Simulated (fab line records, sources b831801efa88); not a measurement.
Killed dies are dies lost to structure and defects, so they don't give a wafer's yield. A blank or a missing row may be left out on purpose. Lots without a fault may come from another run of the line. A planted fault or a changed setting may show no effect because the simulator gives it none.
Which tool did it? | flow sky130 | 13 lots, 39 wafers sampled, at 1 step of a route of 708

WHAT THE GAUGES READ, wafer by wafer
SKY_FIELD_ISO_CD_MEAS_13: target cd 150 nm. Usual: cd_nm 150.2 nm, standard deviation 1.6.
lot  | measured    | on        | cd_nm (nm)        | flag
L633 | day 2 10:52 | cd_sem-02 | 151.1 151.0 149.5 |
L634 | day 2 16:00 | cd_sem-02 | 150.1 149.4 149.1 |
L635 | day 2 20:07 | cd_sem-02 | 150.2 150.1 149.5 |
L636 | day 3 01:17 | cd_sem-02 | 151.3 150.9 150.6 |
L637 | day 3 06:35 | cd_sem-01 | 150.4 150.8 149.0 |
L639 | day 3 17:02 | cd_sem-02 | 148.6 149.7 149.8 |
L640 | day 3 23:46 | cd_sem-01 | 149.5 151.3 149.8 |
L641 | day 4 06:44 | cd_sem-02 | 152.7 152.4 150.8 |
L644 | day 4 21:03 | cd_sem-01 | 147.7 149.1 149.3 |
L645 | day 5 06:14 | cd_sem-01 | 152.3 150.4 152.2 |
L647 | day 5 11:30 | cd_sem-01 | 148.0 146.8 145.8 |
L652 | day 6 15:33 | cd_sem-02 | 147.1 147.6 147.6 |
L653 | day 6 21:47 | cd_sem-02 | 147.3 148.4 148.7 |

WHICH TOOL RAN EACH LOT (tool, then ch and the chambers of the sampled wafers, then the start)
The record holds no process step before these readings.

WHAT THE TOOLS THEMSELVES READ (means of the sampled wafers that have a number; where no wafer has one, the mark that the record gives instead)
The record holds no such reading with a usual standard deviation.

THE ANSWER, worked out from the rows above alone
Rule: a lot is off if the mean of its wafers that have a number lies more than 3 standard deviations from the usual mean. A lot without any number at a reading at which 4 lots or more have one is off too. The other lots that the step has rows for count as sound. The gauges are gone through in route order, then the tools' own readings, and for those a lot's mean is taken as printed above. The first step at which some lot is off is used, and at that step the reading that is off furthest; a lot without a number counts as furthest.
No lot is off at any reading shown: from this, nothing can be told.

WHAT THE SIMULATOR HAD PUT IN
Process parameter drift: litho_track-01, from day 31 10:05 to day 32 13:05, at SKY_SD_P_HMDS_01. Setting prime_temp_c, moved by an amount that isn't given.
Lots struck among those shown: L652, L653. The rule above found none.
